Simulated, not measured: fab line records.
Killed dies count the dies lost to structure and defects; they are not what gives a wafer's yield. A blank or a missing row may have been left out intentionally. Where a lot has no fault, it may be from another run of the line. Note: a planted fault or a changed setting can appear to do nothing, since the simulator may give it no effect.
Commonality check across tools || flow sky130 || Lots sampled 12, wafers sampled 36

## WHAT PROMPTED THE OPENING
Of 12 lots, 3 have the reading VT_ADJUST_LVTN_2_TW flagged at SKY_VT_ADJUST_LVTN_TW_MEAS_21. Fault-free wafers read 187.7, with a standard deviation of 1.
Rule: a lot gets a flag if all its wafers with a number sit over 4 standard deviations from that mean, or if no wafer of it has a number. The rest of the lots are taken to be sound.

{"lot": "L227", "measured": "day 8 00:09", "on": "film-metro-03", "VT_ADJUST_LVTN_2_TW, wafer by wafer": "186.8 186.4 186.0", "flag": ""}
{"lot": "L228", "measured": "day 8 02:18", "on": "film-metro-02", "VT_ADJUST_LVTN_2_TW, wafer by wafer": "189.3 189.2 188.6", "flag": ""}
{"lot": "L229", "measured": "day 8 05:06", "on": "film-metro-02", "VT_ADJUST_LVTN_2_TW, wafer by wafer": "189.1 188.5 187.8", "flag": ""}
{"lot": "L231", "measured": "day 8 15:10", "on": "film-metro-02", "VT_ADJUST_LVTN_2_TW, wafer by wafer": "188.0 188.9 188.2", "flag": ""}
{"lot": "L236", "measured": "day 10 01:26", "on": "film-metro-02", "VT_ADJUST_LVTN_2_TW, wafer by wafer": "210.2 210.0 209.8", "flag": "FLAGGED"}
{"lot": "L239", "measured": "day 11 00:28", "on": "film-metro-04", "VT_ADJUST_LVTN_2_TW, wafer by wafer": "209.5 208.7 209.4", "flag": "FLAGGED"}
{"lot": "L241", "measured": "day 11 15:34", "on": "film-metro-04", "VT_ADJUST_LVTN_2_TW, wafer by wafer": "209.9 209.4 208.6", "flag": "FLAGGED"}
{"lot": "L243", "measured": "day 12 06:08", "on": "film-metro-04", "VT_ADJUST_LVTN_2_TW, wafer by wafer": "189.1 189.4 189.1", "flag": ""}
{"lot": "L244", "measured": "day 12 08:37", "on": "film-metro-04", "VT_ADJUST_LVTN_2_TW, wafer by wafer": "189.1 188.0 188.4", "flag": ""}
{"lot": "L247", "measured": "day 13 02:31", "on": "film-metro-02", "VT_ADJUST_LVTN_2_TW, wafer by wafer": "187.8 189.6 189.0", "flag": ""}
{"lot": "L249", "measured": "day 13 15:04", "on": "film-metro-03", "VT_ADJUST_LVTN_2_TW, wafer by wafer": "187.2 186.8 186.2", "flag": ""}
{"lot": "L250", "measured": "day 14 20:58", "on": "film-metro-03", "VT_ADJUST_LVTN_2_TW, wafer by wafer": "186.4 186.5 186.3", "flag": ""}
On average the flagged lots' numbers are 209.5, which is +21.8 against the usual, or +22 standard deviations.

## TOOL THAT RAN EACH LOT
The record holds 1 process step before the reading, out of a route of 708 steps. Read each cell as the tool, then ch plus the chambers that the sampled wafers visited, then the start.
{"lot": "L227", "flag": "", "SKY_VT_ADJUST_LVTN_IMPLANT_19": "implanter-01 ch 0, day 7 23:54"}
{"lot": "L228", "flag": "", "SKY_VT_ADJUST_LVTN_IMPLANT_19": "implanter-01 ch 0, day 8 02:03"}
{"lot": "L229", "flag": "", "SKY_VT_ADJUST_LVTN_IMPLANT_19": "implanter-04 ch 0, day 8 04:51"}
{"lot": "L231", "flag": "", "SKY_VT_ADJUST_LVTN_IMPLANT_19": "implanter-04 ch 0, day 8 14:55"}
{"lot": "L236", "flag": "FLAGGED", "SKY_VT_ADJUST_LVTN_IMPLANT_19": "implanter-04 ch 0, day 10 01:12"}
{"lot": "L239", "flag": "FLAGGED", "SKY_VT_ADJUST_LVTN_IMPLANT_19": "implanter-04 ch 0, day 11 00:13"}
{"lot": "L241", "flag": "FLAGGED", "SKY_VT_ADJUST_LVTN_IMPLANT_19": "implanter-04 ch 0, day 11 15:20"}
{"lot": "L243", "flag": "", "SKY_VT_ADJUST_LVTN_IMPLANT_19": "implanter-01 ch 0, day 12 05:56"}
{"lot": "L244", "flag": "", "SKY_VT_ADJUST_LVTN_IMPLANT_19": "implanter-01 ch 0, day 12 08:23"}
{"lot": "L247", "flag": "", "SKY_VT_ADJUST_LVTN_IMPLANT_19": "implanter-01 ch 0, day 13 02:16"}
{"lot": "L249", "flag": "", "SKY_VT_ADJUST_LVTN_IMPLANT_19": "implanter-02 ch 0, day 13 14:49"}
{"lot": "L250", "flag": "", "SKY_VT_ADJUST_LVTN_IMPLANT_19": "implanter-01 ch 0, day 14 20:45"}
These steps, and what they do:
- SKY_VT_ADJUST_LVTN_IMPLANT_19
- SKY_VT_ADJUST_LVTN_TW_MEAS_21

## FLAGGED AGAINST TOTAL, ONE TOOL AT A TIME (gauges that did the reading follow at the end)
{"step": "SKY_VT_ADJUST_LVTN_IMPLANT_19", "tool": "implanter-01", "lots run": 6, "flagged": 0, "share of the flagged lots": "none", "sound lots run after its first flagged lot": "-"}
{"step": "SKY_VT_ADJUST_LVTN_IMPLANT_19", "tool": "implanter-02", "lots run": 1, "flagged": 0, "share of the flagged lots": "none", "sound lots run after its first flagged lot": "-"}
{"step": "SKY_VT_ADJUST_LVTN_IMPLANT_19", "tool": "implanter-04", "lots run": 5, "flagged": 3, "share of the flagged lots": "all", "sound lots run after its first flagged lot": 0}
{"step": "SKY_VT_ADJUST_LVTN_TW_MEAS_21", "tool": "film-metro-02", "lots run": 5, "flagged": 1, "share of the flagged lots": "some", "sound lots run after its first flagged lot": "1 (L247)"}
{"step": "SKY_VT_ADJUST_LVTN_TW_MEAS_21", "tool": "film-metro-03", "lots run": 3, "flagged": 0, "share of the flagged lots": "none", "sound lots run after its first flagged lot": "-"}
{"step": "SKY_VT_ADJUST_LVTN_TW_MEAS_21", "tool": "film-metro-04", "lots run": 4, "flagged": 2, "share of the flagged lots": "some", "sound lots run after its first flagged lot": "2 (L243,L244)"}

## WHAT IS ALLOWED BY THE TABLE
All flagged lots share 1 row of the table, namely implanter-04 at SKY_VT_ADJUST_LVTN_IMPLANT_19.
- implanter-04 at SKY_VT_ADJUST_LVTN_IMPLANT_19: 3 of its 5 lots flagged. Its last sound lot is L231 (day 8 14:55), its first flagged lot L236 (day 10 01:12): a fault that began between those two fits. Its own readings lie more than 4 standard deviations out on every wafer of the flagged lots: dose-ions-cm2, faraday-current-uA.
One tool is left: implanter-04 at SKY_VT_ADJUST_LVTN_IMPLANT_19.

## WHAT WAS PUT IN BY THE SIMULATOR
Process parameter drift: implanter-04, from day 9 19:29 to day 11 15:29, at SKY_VT_ADJUST_LVTN_IMPLANT_19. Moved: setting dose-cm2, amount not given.
Shown lots that were struck: L236, L239, L241. The rule above found the same.
